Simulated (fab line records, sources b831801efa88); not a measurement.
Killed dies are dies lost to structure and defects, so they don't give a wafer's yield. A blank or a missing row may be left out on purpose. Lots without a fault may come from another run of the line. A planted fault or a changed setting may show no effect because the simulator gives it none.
One fault seen from 2 desks | flow sfq_line | each desk has only its own numbers; what lay behind them comes last

THE METROLOGY DESK
What the gauges read, lot by lot, whatever tool the lot ran on: means of the sampled wafers that have a number. A lot is out of limits, marked OUT, if its mean lies more than 4 standard deviations from the usual mean; the brackets give that distance.
Columns: A = M7_NB_RS at SFQ_M7_RS_MEAS_943, usual 0.889 ohm/sq; B = M7_OVL at SFQ_M7_OVL_MEAS_945, usual 3 nm
lot  | first seen here | A     | B
L844 | day 64 03:03    | 0.883 | 1
L846 | day 65 07:52    | 0.900 | -2
L853 | day 67 09:01    | 0.886 | -4
L854 | day 67 12:10    | 0.889 | 1
L855 | day 67 18:11    | 0.880 | 4
L861 | day 69 10:21    | 0.881 | 6
L863 | day 69 18:44    | 0.888 | -1
This desk's finding: nothing out of limits on any of the 7 lots.

THE TOOL OWNER'S DESK: rie_metal-02
The tool's own readings at SFQ_TRILAYER_M7_ETCH_METAL_ETCH_180 (etches Nb in Cl2/Ar, stops on SiO2, target depth 240 nm, time 120 s): means of the sampled wafers that have a number, for each lot that ran on this tool. A lot is out of limits, marked OUT, if its mean lies more than 4 standard deviations from the usual mean; the brackets give that distance.
Columns: A = bias_w at SFQ_TRILAYER_M7_ETCH_METAL_ETCH_180, usual 80.04 W; B = drypump_motor_current_A at SFQ_TRILAYER_M7_ETCH_METAL_ETCH_180, usual 5.6 A; C = oes_product_au at SFQ_TRILAYER_M7_ETCH_METAL_ETCH_180, usual 0.895 a.u.; D = rf_fwd_power_W at SFQ_TRILAYER_M7_ETCH_METAL_ETCH_180, usual 597.8 W
lot  | first seen here | A               | B   | C     | D
L846 | day 66 18:55    | 79.85           | 5.8 | 0.888 | 598.8
L853 | day 68 13:17    | 90.48 (+47) OUT | 6.1 | 0.899 | 599.0
L854 | day 68 15:41    | 90.48 (+47) OUT | 6.1 | 0.896 | 597.4
L855 | day 68 21:41    | 90.30 (+47) OUT | 6.1 | 0.898 | 600.3
This desk's finding: out of limits on L853, L854, L855; first on L853, day 68 13:17 (bias_w at SFQ_TRILAYER_M7_ETCH_METAL_ETCH_180). In limits: L846.

PUT TOGETHER
The tool owner's desk could have raised an alarm at day 68 13:17, on L853, L854, L855.
The metrology desk saw nothing out of limits.
The metrology desk has L853, L854, L855 on record, within its limits.
Of the lots named, all ran SFQ_TRILAYER_M7_ETCH_METAL_ETCH_180 on rie_metal-02.

WHAT THE SIMULATOR HAD PUT IN
Process parameter drift: rie_metal-02, from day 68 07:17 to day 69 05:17, at SFQ_TRILAYER_M7_ETCH_METAL_ETCH_180. Setting bias_w, moved by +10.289, from 80. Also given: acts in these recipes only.
Lots struck among those shown: L853, L854, L855.
Hours from the fault's start to each desk's first reading out of limits: the tool owner's desk, 6.
